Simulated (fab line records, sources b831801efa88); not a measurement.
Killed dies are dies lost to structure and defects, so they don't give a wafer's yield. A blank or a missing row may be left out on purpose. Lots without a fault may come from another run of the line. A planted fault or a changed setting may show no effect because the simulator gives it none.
Chamber matching | flow sky130 | SKY_CONTACT_ETCH_16 on rie_diel-02: 4 sister chambers
The step etches BARC in N2/H2, stops on SiO2, time 45.9 s, target depth 60 nm. 8 wafers are shown with their chamber, then 12 later ones without.

WAFERS WITH THEIR CHAMBER
wafer  | chamber | oes_product_au (a.u.) | h2_flow_sccm (sccm)
L081.6 | 2       | 0.846                 | 198.5
L082.4 | 2       | 0.848                 | 200.1
L083.4 | 3       | 0.853                 | 200.0
L085.1 | 3       | 0.853                 | 199.7
L085.5 | 1       | 0.859                 | 199.4
L087.3 | 0       | 0.860                 | 200.4
L087.5 | 0       | 0.853                 | 199.5
L087.6 | 1       | 0.850                 | 200.8

WAFERS WITHOUT THEIR CHAMBER
wafer  | oes_product_au (a.u.) | h2_flow_sccm (sccm)
L088.1 | 0.851                 | 199.8
L088.2 | 0.862                 | 199.5
L088.5 | 0.851                 | 199.5
L089.4 | 0.851                 | 200.2
L089.5 | 0.854                 | 199.4
L089.6 | 0.861                 | 201.4
L093.1 | 0.853                 | 199.6
L093.3 | 0.848                 | 199.7
L093.5 | 0.854                 | 199.6
L097.1 | 0.852                 | 200.2
L097.2 | 0.852                 | 200.2
L097.4 | 0.859                 | 199.5

WHICH CHAMBER EACH WENT THROUGH
wafer  | from the rows above               | in truth
L088.1 | can't be placed: 3 or 1 or 2 or 0 | 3
L088.2 | can't be placed: 0 or 1 or 3      | 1
L088.5 | can't be placed: 3 or 2 or 1 or 0 | 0
L089.4 | can't be placed: 3 or 1 or 0 or 2 | 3
L089.5 | can't be placed: 3 or 1 or 0 or 2 | 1
L089.6 | can't be placed: 0 or 1 or 3      | 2
L093.1 | can't be placed: 3 or 1 or 0 or 2 | 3
L093.3 | can't be placed: 2 or 3 or 1 or 0 | 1
L093.5 | can't be placed: 3 or 1 or 0 or 2 | 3
L097.1 | can't be placed: 3 or 1 or 0 or 2 | 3
L097.2 | can't be placed: 3 or 1 or 0 or 2 | 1
L097.4 | can't be placed: 0 or 1 or 3      | 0
Placed correctly: 0 of 12. Can't be placed from these rows: 12 (the true chamber is among the candidates in 11). Placed wrongly: 0.
How it was worked out, from the rows above alone: a wafer's distance from a chamber is the root of the sum, over the readings, of the square of ((its reading less the chamber's mean) divided by the reading's scatter). The wafer belongs to the nearest chamber; if the next one is less than 2 further off, it can't be placed. A chamber's mean is the mean of its shown wafers. The scatter: the root of (the sum of the squares of (reading less its chamber's mean) over the shown wafers, divided by (wafers less chambers)).
